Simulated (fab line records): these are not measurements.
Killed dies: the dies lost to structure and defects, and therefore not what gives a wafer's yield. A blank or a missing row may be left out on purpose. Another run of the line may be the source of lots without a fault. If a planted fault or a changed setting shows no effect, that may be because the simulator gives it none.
Code-filled problem report in 8D (eight disciplines) form ; flow sky130 ; the parts of the form that need people (team, actions taken, sign-off) are left out

1. WHAT WENT WRONG
Wafers free of any fault read 210.4 (standard deviation 1.2) for VT_ADJUST_HVTR_TW at SKY_VT_ADJUST_HVTR_TW_MEAS_11, against a mean of 224.4 on 6 wafers of 2 lots. Relative to the usual mean, that is a shift of +12 standard deviations.
The first sign was on wafer L806.2 at day 15 10:42, on film_metro-02. At this step, 36 wafers from 12 lots have a number in the record. By rule, "out" or "out of limits" means more than 4 standard deviations away from the usual mean. The rest of the wafers with a number are treated as sound.

2. WHAT THIS IS AND IS NOT
question;is;is not
which readings at this step;VT_ADJUST_HVTR_TW;-
which lots;L806, L808;L791, L794, L796, L797, L798, L799, L800, L805, L809, L811
which wafers of those lots;all that have a number;-
read on which gauges;film_metro-02, film_metro-04;film_metro-01
when;from day 15 10:42;"up to then (21 sound wafers); but 9 sound wafers of L805, L809, L811 came after"

3. THE SUSPECTS, EACH WITH WHAT RULES IT OUT
Counting: a tool stays on the suspect list if, at a process step up to the reading, it processed all lots that are out and no sound lot following the first of them.
- the gauge at SKY_VT_ADJUST_HVTR_TW_MEAS_11 has been ruled out. The wafers that are out were read on 2 gauges (film_metro-02, film_metro-04).
- implanter-01 at SKY_VT_ADJUST_HVTR_IMPLANT_09: kept. Every lot that is out went through it, starting with L806 (day 15 10:28), and after that it ran no sound lot; the last sound lot it ran before then is L799 (day 12 18:35). Out on those wafers are its own readings of beam_on_s, end_station_pressure_torr, faraday_current_uA.
Remaining after the count: implanter-01 at SKY_VT_ADJUST_HVTR_IMPLANT_09.

4. THE CAUSE (what the simulator had put in)
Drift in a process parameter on implanter-01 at SKY_VT_ADJUST_HVTR_IMPLANT_09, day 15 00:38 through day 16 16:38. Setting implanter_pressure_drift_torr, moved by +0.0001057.
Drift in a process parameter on implanter-01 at SKY_VT_ADJUST_HVTR_IMPLANT_09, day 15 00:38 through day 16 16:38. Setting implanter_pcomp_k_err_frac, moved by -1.
This tool alone remained once counting was done.

5. SEQUENCE OF EFFECTS, ordered by route
One row per reading whose mean, taken over the struck wafers that have a number, lies over 3 standard deviations from the usual. Only readings whose record carries a usual standard deviation are examined. hours: median over the lots of the time between each lot's start at the first step of this table that gives one and its start at this step. sigmas: the change, counted in usual standard deviations.
hours;step;reading;usual;on struck wafers;change;sigmas
0;SKY_VT_ADJUST_HVTR_IMPLANT_09;beam_on_s;9.99 s;12.33;+2.34;+12
0;SKY_VT_ADJUST_HVTR_IMPLANT_09;end_station_pressure_torr;5.02e-06 Torr;1.11e-04;+1.06e-04;+99 or more
0;SKY_VT_ADJUST_HVTR_IMPLANT_09;faraday_current_uA;11.85;9.69;-2.16;-9.8
0;SKY_VT_ADJUST_HVTR_TW_MEAS_11;VT_ADJUST_HVTR_TW;210.4;224.4;+14.0;+12
It contains these process steps:
- SKY_VT_ADJUST_HVTR_IMPLANT_09
At these later measuring or inspecting steps, every struck wafer for which the step has a row has a number for every such reading, and none has moved that far: SKY_SONOS_TUNNEL_OVL_MEAS_08.

6. HOW IT WOULD HAVE BEEN CAUGHT EARLIER
Counted from the fault's start at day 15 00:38, it took 10 hours until the first out-of-limits reading at a measuring or inspecting step in this record, taken at day 15 10:42.
At SKY_VT_ADJUST_HVTR_IMPLANT_09, the tool's own readings (beam_on_s, end_station_pressure_torr, faraday_current_uA) were out on each struck wafer the step has a row for, so an alarm limit on them would have fired on the first such wafer.
Of the lots that are out (2), L808 began SKY_VT_ADJUST_HVTR_IMPLANT_09 on implanter-01 after day 15 10:42. A tool hold placed at that time would have kept it from harm.
